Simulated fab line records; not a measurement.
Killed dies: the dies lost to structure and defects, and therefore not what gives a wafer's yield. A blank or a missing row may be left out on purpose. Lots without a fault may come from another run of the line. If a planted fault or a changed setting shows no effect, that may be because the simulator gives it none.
The same fault as seen by 2 desks || flow gf180mcu || only its own numbers are on each desk; what lay behind them is given at the end

## AT THE METROLOGY DESK
Lot by lot, what the gauges showed, no matter which tool ran the lot: averages of those sampled wafers that carry a number. Marked OUT: a lot whose mean sits more than 4 standard deviations from the usual mean, which makes it out of limits; the brackets give that distance.
Columns: A = M4_OVL at GF_M4_OVL_MEAS_15, usual -4 nm; B = V4_CVD_00_THK at GF_V4_THK_MEAS_01, usual 594 nm; C = V4_W_RS at GF_V4_RS_MEAS_24, usual 0.325 ohm/sq; D = V4_W_THK at GF_V4_THK_MEAS_25, usual 362 nm
{"lot": "L449", "first seen here": "day 23 12:16", "A": -7, "B": 593, "C": 0.330, "D": 357}
{"lot": "L450", "first seen here": "day 23 19:34", "A": -7, "B": 598, "C": 0.324, "D": 363}
{"lot": "L451", "first seen here": "day 24 08:01", "A": -4, "B": 592, "C": 0.321, "D": 371}
{"lot": "L453", "first seen here": "day 24 21:22", "A": -4, "B": 599, "C": 0.323, "D": 368}
{"lot": "L455", "first seen here": "day 25 15:49", "A": -8, "B": 596, "C": 0.322, "D": 368}
{"lot": "L460", "first seen here": "day 27 09:10", "A": -8, "B": 598, "C": "0.343 (+5.3) OUT", "D": 346}
{"lot": "L461", "first seen here": "day 27 14:14", "A": -4, "B": 589, "C": "0.344 (+5.5) OUT", "D": "340 (-4.1) OUT"}
{"lot": "L465", "first seen here": "day 28 15:52", "A": -3, "B": 594, "C": 0.325, "D": 363}
{"lot": "L467", "first seen here": "day 29 06:22", "A": 0, "B": 597, "C": 0.324, "D": 364}
{"lot": "L469", "first seen here": "day 29 15:25", "A": -5, "B": 594, "C": 0.327, "D": 359}
{"lot": "L472", "first seen here": "day 30 12:10", "A": -2, "B": 579, "C": 0.323, "D": 366}
This desk reports L460, L461 out of limits; the earliest was L460 at day 28 07:58 (V4_W_RS at GF_V4_RS_MEAS_24). L449, L450, L451, L453, L455, L465, L467, L469, L472 stayed within limits.

## FOR THE TOOL OWNER'S DESK: cvd-w-01
The tool's own readings at GF_V4_CVD_23 (deposits W, target thk 350 nm, time 104.9 s): means of the sampled wafers that have a number, for each lot that ran on this tool. Marked OUT: a lot whose mean sits more than 4 standard deviations from the usual mean, which makes it out of limits; the brackets give that distance.
Columns: A = chamber-pressure-Torr at GF_V4_CVD_23, usual 40.01 Torr; B = heater-power-w at GF_V4_CVD_23, usual 834 W
{"lot": "L450", "first seen here": "day 24 19:34", "A": 39.99, "B": 867}
{"lot": "L451", "first seen here": "day 25 07:37", "A": 39.98, "B": 844}
{"lot": "L460", "first seen here": "day 28 07:51", "A": "35.35 (-64) OUT", "B": 783}
{"lot": "L461", "first seen here": "day 28 12:27", "A": "35.29 (-65) OUT", "B": 781}
{"lot": "L472", "first seen here": "day 31 08:31", "A": 40.06, "B": 858}
Finding of this desk: L460, L461 out of limits; the first was L460 at day 28 07:51, on chamber-pressure-Torr at GF_V4_CVD_23. L450, L451, L472 stayed within limits.

## ALL TOGETHER
At day 28 07:51, on L460, L461, the tool owner's desk was in a position to raise an alarm.
An alarm was possible from the metrology desk at day 28 07:58, on L460, L461.
Every lot named ran GF_V4_CVD_23 on cvd-w-01.

## WHAT THE SIMULATOR PUT IN
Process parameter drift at GF_V4_CVD_23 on cvd-w-01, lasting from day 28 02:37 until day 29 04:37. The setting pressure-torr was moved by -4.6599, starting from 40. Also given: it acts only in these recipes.
Struck lots among those shown: L460, L461.
Hours from the fault's start to each desk's first reading out of limits: the tool owner's desk, 5; the metrology desk, 5.
